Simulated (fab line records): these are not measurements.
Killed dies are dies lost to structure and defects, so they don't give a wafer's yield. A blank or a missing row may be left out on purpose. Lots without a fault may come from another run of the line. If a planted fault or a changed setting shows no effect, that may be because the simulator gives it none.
Matching of chambers | flow sky130 | rie diel-04 running SKY_CONTACT_ETCH_16: 4 sister chambers
The step etches BARC in N2/H2, stops on SiO2, time 45.9 s, target depth 60 nm. 8 wafers are shown with their chamber, then 10 later ones without.

== EACH WAFER AND ITS CHAMBER ==
wafer  | chamber | drypump motor current A (A) | throttle valve pct (%)
L078.3 | 0       | 6.1                         | 13.232
L083.4 | 3       | 6.0                         | 13.231
L083.6 | 3       | 6.0                         | 13.221
L087.1 | 1       | 5.0                         | 13.233
L087.2 | 2       | 6.5                         | 13.240
L087.3 | 0       | 6.1                         | 13.223
L089.1 | 1       | 5.1                         | 13.224
L089.4 | 2       | 6.5                         | 13.236

== WAFERS WITH NO CHAMBER GIVEN ==
wafer  | drypump motor current A (A) | throttle valve pct (%)
L089.6 | 5.1                         | 13.220
L091.1 | 6.0                         | 13.214
L091.3 | 6.1                         | 13.230
L091.4 | 5.0                         | 13.225
L095.1 | 6.1                         | 13.220
L095.4 | 5.1                         | 13.215
L095.5 | 5.1                         | 13.231
L096.2 | 6.4                         | 13.226
L096.5 | 6.5                         | 13.237
L096.6 | 5.1                         | 13.236

== EACH ONE'S CHAMBER ==
wafer  | from the rows above     | in truth
L089.6 | 1                       | 1
L091.1 | can't be placed: 3 or 0 | 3
L091.3 | 0                       | 0
L091.4 | 1                       | 1
L095.1 | can't be placed: 0 or 3 | 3
L095.4 | 1                       | 1
L095.5 | 1                       | 1
L096.2 | 2                       | 2
L096.5 | 2                       | 2
L096.6 | 1                       | 1
Correctly placed: 8 of 10. Unplaceable from these rows: 2, with the true chamber sitting among the candidates in 2. 0 placed wrongly.
How it was worked out, from the rows above alone: a wafer's distance from a chamber is the root of the sum, over the readings, of the square of ((its reading less the chamber's mean) divided by the reading's scatter). If the next closest chamber is less than 2 further off than the closest, the wafer can't be placed; otherwise it belongs to the closest. Each chamber's mean is taken over the wafers shown for it. The scatter is the square root of a quotient: the sum, over the shown wafers, of each reading's squared deviation from its chamber's mean, divided by wafers minus chambers.
